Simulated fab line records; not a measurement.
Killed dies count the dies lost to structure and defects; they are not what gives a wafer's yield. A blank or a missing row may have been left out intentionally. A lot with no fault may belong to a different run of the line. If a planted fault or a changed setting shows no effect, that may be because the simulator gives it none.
fab line records	flow sky130
record lots=11	wafers=33	lastDay=49
route steps=708 shown VT_ADJUST_HVTP@89 POLY_GATE@231 LDD_HVP@285 LI_CONTACT@375 PAD_OPEN@708
lots that met no fault: from a run of the same line without faults
startH: the number of hours between the record's first day and the start of the first shown wafer of the lot	waitH: hours since the lot's step before	" as in the row above	L1.1+2: a single row standing in for several wafers	- no value, or no start was given	* or withheld: withheld	< > ~ a bound
route shown NAME@n: a module of which the file shows steps, and the number in the route of the first	usual: mean and standard deviation over wafers with no fault	same: alike in all rows	chamber/n: place in a boat	sites: readings site by site	_std_site: the values' standard deviation	_edge_site: the outer-site mean with the inner-site mean subtracted	radiusMm: for every site, how far away it sits from the centre of the wafer	mask NAME#n: copy n	behind: tool/chamber where the wafer was last shaped	hold: the reason the lot was held/the length of the hold in hours/how it ended	device: which transistor (n, p or np) failed to switch	end of line: the tests these same wafers got at the end of their route	a step with no rows: only its recipe	killed: count of dies lost to structure and defects at first sort (not the wafer's yield)	map: the dies of a wafer, with x for killed, . for not killed, _ for no die there
set.NAME: the run value of the setting; set.NAME@STEP: its run value at that earlier step	model.NAME: the simulator's own value behind a step, which no gauge read
one table for each step of the route and one row for each wafer, over a sample of lots
services: the hour from which a tool's chamber was out of use, counted from the record's first day as startH (under 0 if before that day), plus the number of hours and why
## steps
# step SKY_VT_ADJUST_HVTP_EXPOSE_04
# recipe maskId=HVTPM	na=0.6	sourceShape=conventional	sigmaOuter=0.6	polarization=unpolarized	targetCdNm=380	doseMj=140
# usual focusOffsetNm=0.0/0.56
# same sigmaOuter=0.6
lot.wafer	tool	chamber	startH	waitH	mask	focusOffsetNm
L167.1	ilineStepper-02	0	111.41	-	HVTPM#0	0.6
L167.2	"	0	"	"	HVTPM#0	0.0
L167.3	"	0	"	"	HVTPM#0	-0.1
L169.4	ilineStepper-02	0	124.80	-	HVTPM#0	0.3
L169.5	"	0	"	"	HVTPM#0	0.7
L169.6	"	0	"	"	HVTPM#0	1.1
L170.1	ilineStepper-02	0	132.86	-	HVTPM#0	0.6
L170.2	"	0	"	"	HVTPM#0	-0.2
L170.3	"	0	"	"	HVTPM#0	0.3
L171.1	ilineStepper-01	0	139.04	-	HVTPM#0	-0.1
L171.2	"	0	"	"	HVTPM#0	-0.3
L171.5	"	0	"	"	HVTPM#0	0.6
L176.3	ilineStepper-01	0	178.13	-	HVTPM#0	0.1
L176.4	"	0	"	"	HVTPM#0	-0.3
L176.5	"	0	"	"	HVTPM#0	-0.4
L180.1	ilineStepper-01	0	194.66	-	HVTPM#0	0.4
L180.3	"	0	"	"	HVTPM#0	-0.5
L180.4	"	0	"	"	HVTPM#0	0.2
L181.3	ilineStepper-01	0	199.45	-	HVTPM#0	-0.2
L181.4	"	0	"	"	HVTPM#0	0.6
L181.6	"	0	"	"	HVTPM#0	-0.2
L184.2	ilineStepper-01	0	216.16	-	HVTPM#0	0.3
L184.4	"	0	"	"	HVTPM#0	-0.1
L184.6	"	0	"	"	HVTPM#0	1.1
L185.2	ilineStepper-01	0	224.96	-	HVTPM#0	0.4
L185.3	"	0	"	"	HVTPM#0	1.2
L185.6	"	0	"	"	HVTPM#0	0.9
L187.2	ilineStepper-01	0	235.63	-	NWM_COMPLEMENT_LESS_NATIVE#0	-0.3
L187.3	"	0	"	"	NWM_COMPLEMENT_LESS_NATIVE#0	0.3
L187.5	"	0	"	"	NWM_COMPLEMENT_LESS_NATIVE#0	-0.6
L186.1	ilineStepper-02	0	241.89	-	HVTPM#0	-0.5
L186.3	"	0	"	"	HVTPM#0	-0.2
L186.5	"	0	"	"	HVTPM#0	0.0
# step SKY_VT_ADJUST_HVTP_CD_MEAS_07
# recipe targetCdNm=380
# usual cdNm=379.6/2.6
lot.wafer	tool	chamber	startH	waitH	cdNm
L167.1	cdSem-02	-	120.36	0.1	385.4
L167.2	"	-	"	"	384.4
L167.3	"	-	"	"	384.6
L169.4	cdSem-02	-	133.47	0.1	381.5
L169.5	"	-	"	"	380.9
L169.6	"	-	"	"	378.7
L170.1	cdSem-02	-	141.71	0.1	383.7
L170.2	"	-	"	"	382.3
L170.3	"	-	"	"	385.8
L171.1	cdSem-01	-	149.56	0.1	380.2
L171.2	"	-	"	"	380.7
L171.5	"	-	"	"	379.5
L176.3	cdSem-01	-	188.60	0.1	380.6
L176.4	"	-	"	"	379.2
L176.5	"	-	"	"	380.2
L180.1	cdSem-01	-	204.26	0.1	381.1
L180.3	"	-	"	"	380.7
L180.4	"	-	"	"	381.2
L181.3	cdSem-02	-	210.15	0.1	379.7
L181.4	"	-	"	"	379.2
L181.6	"	-	"	"	379.7
L184.2	cdSem-01	-	226.83	0.1	380.2
L184.4	"	-	"	"	377.2
L184.6	"	-	"	"	376.6
L185.2	cdSem-01	-	235.56	0.1	377.9
L185.3	"	-	"	"	379.6
L185.6	"	-	"	"	377.9
L187.2	cdSem-01	-	246.61	0.1	-
L187.3	"	-	"	"	-
L187.5	"	-	"	"	-
L186.1	cdSem-02	-	252.81	0.1	374.3
L186.3	"	-	"	"	373.2
L186.5	"	-	"	"	372.8
# step SKY_VT_ADJUST_HVTP_TW_MEAS_11
# usual VT_ADJUST_HVTP_TW=1355/11
lot.wafer	tool	chamber	startH	waitH	hold	VT_ADJUST_HVTP_TW
L167.1	filmMetro-04	-	120.77	0.1	-	1360
L167.2	"	-	"	"	-	1365
L167.3	"	-	"	"	-	1364
L169.4	filmMetro-01	-	133.85	0.1	-	1335
L169.5	"	-	"	"	-	1340
L169.6	"	-	"	"	-	1343
L170.1	filmMetro-03	-	142.12	0.1	-	1368
L170.2	"	-	"	"	-	1368
L170.3	"	-	"	"	-	1364
L171.1	filmMetro-03	-	149.97	0.1	-	1357
L171.2	"	-	"	"	-	1343
L171.5	"	-	"	"	-	1360
L176.3	filmMetro-04	-	188.99	0.1	-	1365
L176.4	"	-	"	"	-	1367
L176.5	"	-	"	"	-	1372
L180.1	filmMetro-01	-	204.67	0.1	-	1333
L180.3	"	-	"	"	-	1331
L180.4	"	-	"	"	-	1342
L181.3	filmMetro-03	-	210.54	0.1	-	1357
L181.4	"	-	"	"	-	1356
L181.6	"	-	"	"	-	1369
L184.2	filmMetro-03	-	227.23	0.1	-	1355
L184.4	"	-	"	"	-	1353
L184.6	"	-	"	"	-	1348
L185.2	filmMetro-03	-	235.96	0.1	-	1363
L185.3	"	-	"	"	-	1361
L185.6	"	-	"	"	-	1359
L187.2	filmMetro-03	-	247.01	0.1	awaitDispo/0.2h/release	30
L187.3	"	-	"	"	awaitDispo/0.2h/release	30
L187.5	"	-	"	"	awaitDispo/0.2h/release	30
L187.2	filmMetro-03	-	247.23	0.2	-	30
L187.3	"	-	"	"	-	30
L187.5	"	-	"	"	-	30
L186.1	filmMetro-04	-	253.22	0.1	-	1359
L186.3	"	-	"	"	-	1362
L186.5	"	-	"	"	-	1360
# step SKY_POLY_GATE_ETCH_17
# recipe targetDepthNm=180	stopOn=SiO2	overEtchFrac=0.56667	chemistry=HBr/Cl2	target=poly-Si	icpW=400	biasW=100	pressureMtorr=10	HBr_flow_sccm=150	Cl2_flow_sccm=50	timeS=70.5
# usual drypumpMotorCurrentA=5.8/0.41	oesProductAu=0.986/0.0096	throttleValvePct=33.684/0.0097
# same timeS=70.5
lot.wafer	tool	chamber	startH	waitH	drypumpMotorCurrentA	oesProductAu	rfHoursCounterH	throttleValvePct
L167.1	rieSi-01	1	369.04	0.1	5.9	0.990	71	33.689
L167.2	"	3	"	"	6.1	0.999	4	33.690
L167.3	"	2	"	"	6.3	0.984	3	33.686
L169.4	rieSi-02	2	385.83	0.0	6.0	0.985	2	33.705
L169.5	"	1	"	"	4.8	0.990	-	33.694
L169.6	"	2	"	"	6.0	0.986	-	33.690
L170.1	rieSi-01	2	407.41	0.0	6.2	0.979	3	33.691
L170.2	"	0	"	"	5.5	0.991	6	33.678
L170.3	"	1	"	"	5.9	1.001	71	33.684
L171.1	rieSi-02	0	407.45	0.0	6.0	0.967	1	33.677
L171.2	"	3	"	"	5.7	0.986	57	33.691
L171.5	"	2	"	"	6.0	0.990	-	33.687
L176.3	rieSi-01	3	465.85	0.0	6.1	0.983	5	33.691
L176.4	"	2	"	"	6.3	0.954	3	33.677
L176.5	"	1	"	"	5.9	0.984	-	33.686
L180.1	rieSi-01	2	486.70	0.0	6.3	0.979	4	33.691
L180.3	"	0	"	"	5.6	0.990	6	33.676
L180.4	"	1	"	"	5.9	0.986	0	33.695
L181.3	rieSi-02	2	497.45	0.0	6.0	0.981	3	33.688
L181.4	"	1	"	"	4.8	0.987	-	33.675
L181.6	"	0	"	"	5.9	0.967	-	33.691
L184.2	rieSi-01	2	518.05	0.0	6.3	0.969	4	33.684
L184.4	"	3	"	"	6.1	0.996	5	33.686
L184.6	"	2	"	"	6.3	0.980	-	33.673
L185.2	rieSi-02	3	530.90	0.0	5.7	0.979	0	33.682
L185.3	"	0	"	"	5.9	0.964	1	33.697
L185.6	"	2	"	"	6.0	0.988	-	33.671
L186.1	rieSi-01	1	550.95	0.0	6.0	0.980	0	33.698
L186.3	"	2	"	"	6.3	0.981	4	33.691
L186.5	"	0	"	"	5.5	0.983	-	33.676
# step SKY_LDD_HVP_OVL_MEAS_07
# usual LDD_HVP_OVL=1.1/1.8
lot.wafer	tool	chamber	startH	waitH	LDD_HVP_OVL[nm]
L167.1	overlay-02	-	492.44	0.1	0.7
L167.2	"	-	"	"	-0.4
L167.3	"	-	"	"	0.8
L169.4	overlay-02	-	514.23	0.1	-0.6
L169.5	"	-	"	"	-0.2
L169.6	"	-	"	"	-2.7
L170.1	overlay-01	-	534.62	0.1	3.1
L170.2	"	-	"	"	2.8
L170.3	"	-	"	"	2.8
L171.1	overlay-01	-	534.92	0.1	1.5
L171.2	"	-	"	"	0.3
L171.5	"	-	"	"	0.8
L176.3	overlay-02	-	589.60	0.1	0.2
L176.4	"	-	"	"	-1.1
L176.5	"	-	"	"	-0.7
L180.1	overlay-01	-	609.56	0.1	1.6
L180.3	"	-	"	"	2.4
L180.4	"	-	"	"	2.0
L181.3	overlay-01	-	619.07	0.1	1.5
L181.4	"	-	"	"	2.3
L181.6	"	-	"	"	0.1
L184.2	overlay-01	-	641.62	0.1	-0.3
L184.4	"	-	"	"	-0.8
L184.6	"	-	"	"	-1.0
L185.2	overlay-02	-	652.09	0.1	0.2
L185.3	"	-	"	"	1.8
L185.6	"	-	"	"	0.0
L186.1	overlay-02	-	667.97	0.1	-0.1
L186.3	"	-	"	"	0.5
L186.5	"	-	"	"	-2.7
# step SKY_LI_CONTACT_OVL_MEAS_13
# usual LI_CONTACT_OVL=-7/6
lot.wafer	tool	chamber	startH	waitH	LI_CONTACT_OVL[nm]
L167.1	overlay-01	-	673.49	0.1	2
L167.2	"	-	"	"	-3
L167.3	"	-	"	"	-3
L169.4	overlay-01	-	693.45	0.1	-11
L169.5	"	-	"	"	-26
L169.6	"	-	"	"	-13
L170.1	overlay-02	-	712.08	0.1	-19
L170.2	"	-	"	"	-4
L170.3	"	-	"	"	-10
L171.1	overlay-01	-	712.96	0.1	-7
L171.2	"	-	"	"	-11
L171.5	"	-	"	"	-14
L176.3	overlay-02	-	762.62	0.1	-7
L176.4	"	-	"	"	-3
L176.5	"	-	"	"	-9
L180.1	overlay-01	-	781.71	0.1	-12
L180.3	"	-	"	"	-14
L180.4	"	-	"	"	-15
L181.3	overlay-02	-	789.64	0.1	-11
L181.4	"	-	"	"	-5
L181.6	"	-	"	"	-1
L184.2	overlay-02	-	812.34	0.1	-10
L184.4	"	-	"	"	-10
L184.6	"	-	"	"	-13
L185.2	overlay-01	-	820.54	0.1	-1
L185.3	"	-	"	"	-12
L185.6	"	-	"	"	-11
L186.1	overlay-02	-	836.58	0.1	-7
L186.3	"	-	"	"	-7
L186.5	"	-	"	"	-6
# step SKY_PAD_OPEN_PROBE_99
# usual defectLimitedYield=82.7/2.1	killed_at_M0_to_M3=43/7.2	killed_at_M4_up=3.2/1.8	killedAtContacts=23/5.6	killedAtFrontEnd=15/4.6	killedAtOther=0.3/0.71	killedDies=85/10	killedOpen=46/7.8	killedShort=38/6.5	sort_bin_3_pad_short=0.8/0.38	sort_bin_5_function=10.2/1.5	sort_bin_6_memory=6.3/1.2	sortNPass=407/10	sortYieldPct=82.7/2.1
# same grossDies=492	killedAtBackSide=0	sort_bin_4_leakage[%]=0	sort_bin_8_speed[%]=0
lot.wafer	tool	chamber	startH	waitH	defectLimitedYield[%]	killed_at_M0_to_M3	killed_at_M4_up	killedAtContacts	killedAtFrontEnd	killedAtOther	killedDies	killedOpen	killedShort	sort_bin_3_pad_short[%]	sort_bin_5_function[%]	sort_bin_6_memory[%]	sortNPass	sortYieldPct[%]
L185.2	prober-01	-	1177.88	0.1	84.3	43	5	22	7	0	77	42	35	1.2	9.8	4.7	415	84.3
L185.3	prober-01	-	1177.93	0.2	82.1	48	3	25	12	0	88	58	30	0.6	9.3	7.9	404	82.1
L185.6	prober-01	-	1178.08	0.2	85.4	34	2	21	14	1	72	45	27	0.8	8.3	5.5	420	85.4
# killed by level:class
L185.2 VIA1:geometricParticle:open=11 CONTACT:geometricParticle:open=8 VIA2:geometricParticle:open=8 CONTACT:geometricParticle:short=6 METAL2:geometricParticle:short=5 LOCAL_INTERCONNECT:geometricParticle:short=4 VIA3:geometricParticle:open=4 LI_CONTACT:geometricParticle:open=3
L185.3 CONTACT:geometricParticle:open=13 VIA1:geometricParticle:open=13 VIA3:geometricParticle:open=9 VIA1:geometricParticle:short=8 LI_CONTACT:geometricParticle:open=7 POLY_GATE:geometricParticle:open=5 METAL2:geometricParticle:short=4 FIELD_ISO:geometricParticle:short=3
L185.6 VIA1:geometricParticle:open=12 LI_CONTACT:geometricParticle:open=9 CONTACT:geometricParticle:short=5 CONTACT:geometricParticle:open=5 FIELD_ISO:geometricParticle:short=4 VIA3:geometricParticle:open=4 POLY_GATE:geometricParticle:open=3 VIA1:geometricParticle:short=3
## services
tool	chamber	startH	hours	kind
rieSi-02	-	105.73	14.6	pm
ilineStepper-01	0	138.61	-	calibration
ilineStepper-01	-	139.97	1.7	pm
ilineStepper-02	-	159.10	4.2	repair
ilineStepper-02	-	169.29	1.7	pm
rieSi-01	-	211.47	2.8	pm
rieSi-01	1	220.06	12.8	repair
ilineStepper-02	-	224.58	2.2	repair
ilineStepper-02	-	238.87	2.2	repair
rieSi-01	-	253.56	14.6	pm
rieSi-02	-	288.04	28.1	pm
rieSi-02	0	336.07	2.0	repair
rieSi-02	-	340.92	0.6	repair
rieSi-02	1	342.49	7.1	repair
ilineStepper-01	0	356.88	-	calibration
ilineStepper-01	-	358.15	1.7	pm
ilineStepper-02	-	387.39	1.7	pm
ilineStepper-01	-	405.26	2.1	pm
ilineStepper-01	-	407.35	-	consumableReplace:lamp
ilineStepper-02	-	430.56	3.3	repair
rieSi-02	-	465.48	3.0	repair
ilineStepper-02	-	472.13	2.1	pm
ilineStepper-02	-	474.80	8.0	repair
rieSi-01	3	498.76	2.1	repair
## key
firstSign step=SKY_VT_ADJUST_HVTP_EXPOSE_04	reading=mask	direction=changed
effect step=SKY_VT_ADJUST_HVTP_CD_MEAS_07	reading=cdNm	direction=missing
effect step=SKY_VT_ADJUST_HVTP_TW_MEAS_11	reading=visit	direction=added
effect step=SKY_VT_ADJUST_HVTP_TW_MEAS_11	reading=VT_ADJUST_HVTP_TW	direction=down	sigmas=99+	usual=1355	struck=30
metAt SKY_VT_ADJUST_HVTP_EXPOSE_04
struckLots L187
scrappedBehind SKY_VT_ADJUST_HVTP_TW_MEAS_11 L187.2,L187.3,L187.5
notActingAt SKY_POLY_GATE_ETCH_17,SKY_LDD_HVP_OVL_MEAS_07,SKY_LI_CONTACT_OVL_MEAS_13
onsetBetween 224.96 235.63
fault kind=wrongMask	tool=any	chamber=-	onsetH=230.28	steps=SKY_VT_ADJUST_HVTP_EXPOSE_04	auxCopy=NWM_COMPLEMENT_LESS_NATIVE#0	scope=struckLotsOnly
